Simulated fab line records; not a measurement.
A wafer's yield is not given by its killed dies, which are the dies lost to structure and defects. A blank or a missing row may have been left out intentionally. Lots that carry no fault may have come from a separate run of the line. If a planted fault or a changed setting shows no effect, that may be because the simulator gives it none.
fab line records -- flow sky130
[record] lots = 12, wafers = 36, lastDay = 50
route steps=708 shown VIA2@522 VIA4@639
lots with no fault: from the same line, run without faults
startH: hours from the record's opening day to when the first of the lot's shown wafers began -- waitH: hours from the lot's prior step to this one -- " repeats the value in the row above -- L1.1+2: a single row standing in for several wafers -- - value missing, or start not given -- * or withheld: withheld -- < > ~ a bound
route shown NAME@n: names a module that has steps shown in the file, with the first one's number in the route -- usual: mean/standard deviation of fault-free wafers -- same: alike in all rows -- chamber/n: place in a boat -- sites: readings site by site -- _std_site: their standard deviation -- _edge_site: inner sites' mean taken away from outer sites' mean -- radiusMm: for every site, how far away it sits from the centre of the wafer -- mask NAME#n: copy n -- behind: the last tool/chamber to shape the wafer -- hold: why the lot was held/for how many hours/how that ended -- device: the transistor (n, p or np) that didn't switch -- end of line: tests of these same wafers at the route's end -- where a step has no rows: the recipe by itself -- killed: not the wafer's yield, but the dies lost to structure and defects at the first sort -- map: the dies of a wafer, with x for killed, . for not killed, _ for no die there
set.NAME: the setting the step ran with; set.NAME@STEP: the setting that earlier step ran with -- model.NAME: the simulator's own value behind a step, which no gauge read
the route's steps for a sample of lots (tables are steps, rows are wafers)
services: a tool's chamber out of use, with start hour (startH, from the record's first day; less than 0 if before it), hours out, and reason
[[steps]]
[step SKY_VIA2_ETCH_15]
[recipe] target = SiO2, chemistry = C4F8/O2/Ar, targetDepthNm = 546, stopOn = TiN, maskMaterial = KrF-thick, sourceW = 1500, biasW = 1200, pressureMtorr = 40, c4f8FlowSccm = withheld, O2_flow_sccm = 6, Ar_flow_sccm = 300, timeS = 84
[usual] oesProductAu = 0.940/0.0048, rfFwdPowerW = 1489/6.1
lot.wafer,tool,chamber,startH,waitH,oesProductAu,rfFwdPowerW,rfHoursCounterH
L439.1,rieDiel-03,2,867.00,0.0,0.934,1488,8
L439.2,rieDiel-03,0,867.00,0.0,0.928,1481,21
L439.4,rieDiel-03,1,867.00,0.0,0.933,1488,20
L441.2,rieDiel-03,0,874.70,0.0,0.946,1481,22
L441.3,rieDiel-03,1,874.70,0.0,0.947,1492,20
L441.5,rieDiel-03,1,874.70,0.0,0.944,1494,-
L440.3,rieDiel-02,0,875.64,0.0,0.932,1498,4
L440.4,rieDiel-02,2,875.64,0.0,0.943,1477,21
L440.5,rieDiel-02,3,875.64,0.0,0.945,1481,-
L444.3,rieDiel-04,2,896.25,0.0,0.943,1490,16
L444.4,rieDiel-04,3,896.25,0.0,0.947,1489,21
L444.5,rieDiel-04,3,896.25,0.0,0.941,1491,-
L445.1,rieDiel-03,0,901.04,0.0,0.940,1484,22
L445.4,rieDiel-03,2,901.04,0.0,0.941,1474,10
L445.5,rieDiel-03,2,901.04,0.0,0.940,1476,-
L446.1,rieDiel-02,1,908.69,0.0,0.942,1500,10
L446.2,rieDiel-02,3,908.69,0.0,0.945,1491,14
L446.3,rieDiel-02,0,908.69,0.0,0.944,1495,5
L447.2,rieDiel-04,3,919.53,0.0,0.942,1488,22
L447.4,rieDiel-04,2,919.53,0.0,0.938,1482,16
L447.6,rieDiel-04,0,919.53,0.0,0.940,1487,-
L454.1,rieDiel-04,2,962.95,0.0,0.933,1493,17
L454.3,rieDiel-04,1,962.95,0.0,0.941,1490,14
L454.6,rieDiel-04,3,962.95,0.0,0.945,1485,-
L456.1,rieDiel-04,1,969.38,0.0,0.938,1492,14
L456.2,rieDiel-04,0,969.38,0.0,0.943,1495,5
L456.4,rieDiel-04,3,969.38,0.0,0.944,1500,23
L459.2,rieDiel-02,0,990.94,0.0,0.940,1498,8
L459.5,rieDiel-02,2,990.94,0.0,0.947,1485,-
L459.6,rieDiel-02,1,990.94,0.0,0.939,1496,-
L460.1,rieDiel-04,0,998.89,0.0,0.938,1490,5
L460.3,rieDiel-04,1,998.89,0.0,0.934,1487,15
L460.4,rieDiel-04,2,998.89,0.0,0.939,1485,-
L462.1,rieDiel-03,3,1013.84,0.0,0.938,1498,23
L462.3,rieDiel-03,1,1013.84,0.0,0.940,1495,24
L462.4,rieDiel-03,0,1013.84,0.0,0.940,1487,-
[step SKY_VIA2_CVD_21]
[recipe] material = W, targetThkNm = 420, timeS = 126.4, tempC = 400, pressureTorr = 40
[usual] heaterPowerW = 831/52
lot.wafer,tool,chamber,startH,waitH,heaterPowerW
L439.1,cvdW-02,0,867.75,0.0,770
L439.2,cvdW-02,1,867.75,0.0,888
L439.4,cvdW-02,0,867.75,0.0,769
L441.2,cvdW-02,1,875.45,0.0,906
L441.3,cvdW-02,0,875.45,0.0,767
L441.5,cvdW-02,0,875.45,0.0,788
L440.3,cvdW-01,1,876.41,0.1,870
L440.4,cvdW-01,0,876.41,0.1,787
L440.5,cvdW-01,1,876.41,0.1,868
L444.3,cvdW-02,0,897.04,0.1,771
L444.4,cvdW-02,1,897.04,0.1,890
L444.5,cvdW-02,0,897.04,0.1,766
L445.1,cvdW-02,1,901.79,0.0,922
L445.4,cvdW-02,1,901.79,0.0,896
L445.5,cvdW-02,1,901.79,0.0,921
L446.1,cvdW-02,1,909.44,0.0,898
L446.2,cvdW-02,0,909.44,0.0,764
L446.3,cvdW-02,1,909.44,0.0,881
L447.2,cvdW-02,0,920.24,0.0,762
L447.4,cvdW-02,1,920.24,0.0,880
L447.6,cvdW-02,0,920.24,0.0,771
L454.1,cvdW-02,0,963.68,0.0,785
L454.3,cvdW-02,0,963.68,0.0,758
L454.6,cvdW-02,0,963.68,0.0,760
L456.1,cvdW-02,0,970.16,0.0,779
L456.2,cvdW-02,1,970.16,0.0,897
L456.4,cvdW-02,0,970.16,0.0,764
L459.2,cvdW-02,0,991.71,0.0,793
L459.5,cvdW-02,0,991.71,0.0,749
L459.6,cvdW-02,1,991.71,0.0,873
L460.1,cvdW-02,0,999.61,0.0,779
L460.3,cvdW-02,0,999.61,0.0,784
L460.4,cvdW-02,0,999.61,0.0,754
L462.1,cvdW-02,0,1014.60,0.0,754
L462.3,cvdW-02,0,1014.60,0.0,768
L462.4,cvdW-02,1,1014.60,0.0,901
[step SKY_VIA4_HDPCVD_00]
[recipe] material = SiO2, targetThkNm = 1750, sigmaOpenFrac = 0.3, timeS = 291.7, tempC = 400, sih4FlowSccm = 60, pressureMtorr = 6
lot.wafer,tool,chamber,startH,waitH
L439.1+2+4,hdpcvd-02,"0,2,2",998.08,0.0
L441.2+3+5,hdpcvd-02,"0,1,0",1002.01,0.0
L440.3+4+5,hdpcvd-02,"0,0,2",1003.94,0.0
L444.3+4+5,hdpcvd-01,"2,1,0",1021.28,0.0
L445.1+4+5,hdpcvd-01,"1,1,2",1027.29,0.0
L446.1+2+3,hdpcvd-02,"0,1,2",1034.21,0.0
L447.2+4+6,hdpcvd-01,"2,2,1",1045.22,0.0
L454.1+3+6,hdpcvd-02,"0,0,1",1084.84,0.0
L456.1+2+4,hdpcvd-02,"1,2,2",1092.88,0.0
L459.2+5+6,hdpcvd-01,"2,1,0",1109.83,0.0
L460.1+3+4,hdpcvd-02,"0,2,0",1117.94,0.0
L462.1+3+4,hdpcvd-01,"2,1,2",1130.04,0.0
[step SKY_VIA4_THK_MEAS_01]
[recipe] reads = SiO2_of_VIA4_HDPCVD_00
[usual] VIA4_HDPCVD_THK = 1756/16
lot.wafer,tool,chamber,startH,waitH,VIA4_HDPCVD_THK[nm]
L439.1,filmMetro-04,-,998.26,0.1,1769
L439.2,filmMetro-04,-,998.26,0.1,1750
L439.4,filmMetro-04,-,998.26,0.1,1766
L441.2,filmMetro-03,-,1002.20,0.1,1746
L441.3,filmMetro-03,-,1002.20,0.1,1766
L441.5,filmMetro-03,-,1002.20,0.1,1747
L440.3,filmMetro-02,-,1004.13,0.1,1754
L440.4,filmMetro-02,-,1004.13,0.1,1752
L440.5,filmMetro-02,-,1004.13,0.1,1782
L444.3,filmMetro-02,-,1021.48,0.1,1753
L444.4,filmMetro-02,-,1021.48,0.1,1739
L444.5,filmMetro-02,-,1021.48,0.1,1767
L445.1,filmMetro-04,-,1027.46,0.1,2462
L445.4,filmMetro-04,-,1027.46,0.1,2450
L445.5,filmMetro-04,-,1027.46,0.1,2483
L446.1,filmMetro-02,-,1034.38,0.1,1744
L446.2,filmMetro-02,-,1034.38,0.1,1725
L446.3,filmMetro-02,-,1034.38,0.1,1738
L447.2,filmMetro-02,-,1045.41,0.1,1750
L447.4,filmMetro-02,-,1045.41,0.1,2459
L447.6,filmMetro-02,-,1045.41,0.1,1743
L454.1,filmMetro-04,-,1085.11,0.2,1761
L454.3,filmMetro-04,-,1085.11,0.2,1751
L454.6,filmMetro-04,-,1085.11,0.2,1781
L456.1,filmMetro-04,-,1093.06,0.1,1743
L456.2,filmMetro-04,-,1093.06,0.1,1744
L456.4,filmMetro-04,-,1093.06,0.1,1761
L459.2,filmMetro-04,-,1110.02,0.1,1789
L459.5,filmMetro-04,-,1110.02,0.1,1765
L459.6,filmMetro-04,-,1110.02,0.1,1771
L460.1,filmMetro-02,-,1118.12,0.1,1749
L460.3,filmMetro-02,-,1118.12,0.1,1765
L460.4,filmMetro-02,-,1118.12,0.1,1747
L462.1,filmMetro-04,-,1130.22,0.1,1734
L462.3,filmMetro-04,-,1130.22,0.1,1748
L462.4,filmMetro-04,-,1130.22,0.1,1755
[step SKY_VIA4_CVD_18]
[recipe] material = W, targetThkNm = 505, timeS = 152.14, tempC = 400, pressureTorr = 40
[usual] heaterPowerW = 835/47
lot.wafer,tool,chamber,startH,waitH,heaterPowerW
L439.1,cvdW-01,1,1022.20,0.0,865
L439.2,cvdW-01,0,1022.20,0.0,830
L439.4,cvdW-01,1,1022.20,0.0,860
L441.2,cvdW-02,1,1025.88,0.0,886
L441.3,cvdW-02,0,1025.88,0.0,756
L441.5,cvdW-02,0,1025.88,0.0,778
L440.3,cvdW-02,1,1028.25,0.1,881
L440.4,cvdW-02,0,1028.25,0.1,768
L440.5,cvdW-02,0,1028.25,0.1,771
L444.3,cvdW-01,0,1045.09,0.1,812
L444.4,cvdW-01,1,1045.09,0.1,831
L444.5,cvdW-01,1,1045.09,0.1,842
L445.1,cvdW-02,0,1051.21,0.0,772
L445.4,cvdW-02,0,1051.21,0.0,780
L445.5,cvdW-02,1,1051.21,0.0,864
L446.1,cvdW-02,1,1057.91,0.0,878
L446.2,cvdW-02,0,1057.91,0.0,763
L446.3,cvdW-02,1,1057.91,0.0,868
L447.2,cvdW-01,0,1069.16,0.0,803
L447.4,cvdW-01,0,1069.16,0.0,806
L447.6,cvdW-01,0,1069.16,0.0,848
L454.1,cvdW-02,0,1106.46,0.0,765
L454.3,cvdW-02,0,1106.46,0.0,774
L454.6,cvdW-02,1,1106.46,0.0,891
L456.1,cvdW-01,1,1114.48,0.0,866
L456.2,cvdW-01,0,1114.48,0.0,820
L456.4,cvdW-01,1,1114.48,0.0,867
L459.2,cvdW-01,0,1130.06,0.0,804
L459.5,cvdW-01,0,1130.06,0.0,818
L459.6,cvdW-01,1,1130.06,0.0,853
L460.1,cvdW-01,0,1138.23,0.0,803
L460.3,cvdW-01,1,1138.23,0.0,875
L460.4,cvdW-01,0,1138.23,0.0,833
L462.1,cvdW-02,1,1150.06,0.0,886
L462.3,cvdW-02,1,1150.06,0.0,897
L462.4,cvdW-02,0,1150.06,0.0,774
[[services]]
tool,chamber,startH,hours,kind
hdpcvd-02,-,861.50,0.9,repair
rieDiel-03,0,883.27,5.4,repair
cvdW-01,-,904.00,14.0,pm
rieDiel-04,3,926.03,2.5,repair
cvdW-02,-,934.93,2.8,pm
rieDiel-04,1,942.69,9.0,repair
rieDiel-04,0,943.96,3.2,repair
rieDiel-04,0,947.57,4.6,repair
rieDiel-03,2,948.06,3.2,repair
hdpcvd-01,2,948.83,5.1,repair
hdpcvd-02,-,950.25,15.0,pm
rieDiel-04,-,963.83,0.5,repair
rieDiel-04,1,971.85,3.9,repair
rieDiel-04,2,973.46,4.2,repair
hdpcvd-02,-,986.02,1.6,repair
cvdW-02,1,993.24,15.1,repair
cvdW-02,-,995.53,2.2,repair
hdpcvd-02,-,1006.62,0.7,repair
rieDiel-04,3,1070.92,5.0,repair
hdpcvd-02,2,1079.05,11.9,repair
rieDiel-04,-,1098.04,0.7,repair
rieDiel-04,3,1132.54,9.9,repair
cvdW-01,-,1143.07,14.6,pm
rieDiel-04,3,1146.66,3.4,repair
[[key]]
[firstSign] step = SKY_VIA4_THK_MEAS_01, reading = VIA4_HDPCVD_THK, direction = up, sigmas = 45, usual = 1756, struck = 2464
effect none on later readings
metAt SKY_VIA4_HDPCVD_00
struckLots L445,L447
struckWafers L445.1,L445.4,L445.5,L447.4
notActingAt SKY_VIA2_ETCH_15,SKY_VIA2_CVD_21,SKY_VIA4_CVD_18
onsetBetween 1021.28 1027.29
[fault] kind = processParameterDrift, tool = hdpcvd-01, chamber = -, onsetH = 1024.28, steps = SKY_VIA4_HDPCVD_00, channel = targetThkNm, offset = 724.48, shape = step, endH = 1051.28, scope = struckWafersOnly, actsIn = theseRecipesOnly, stated = 1750
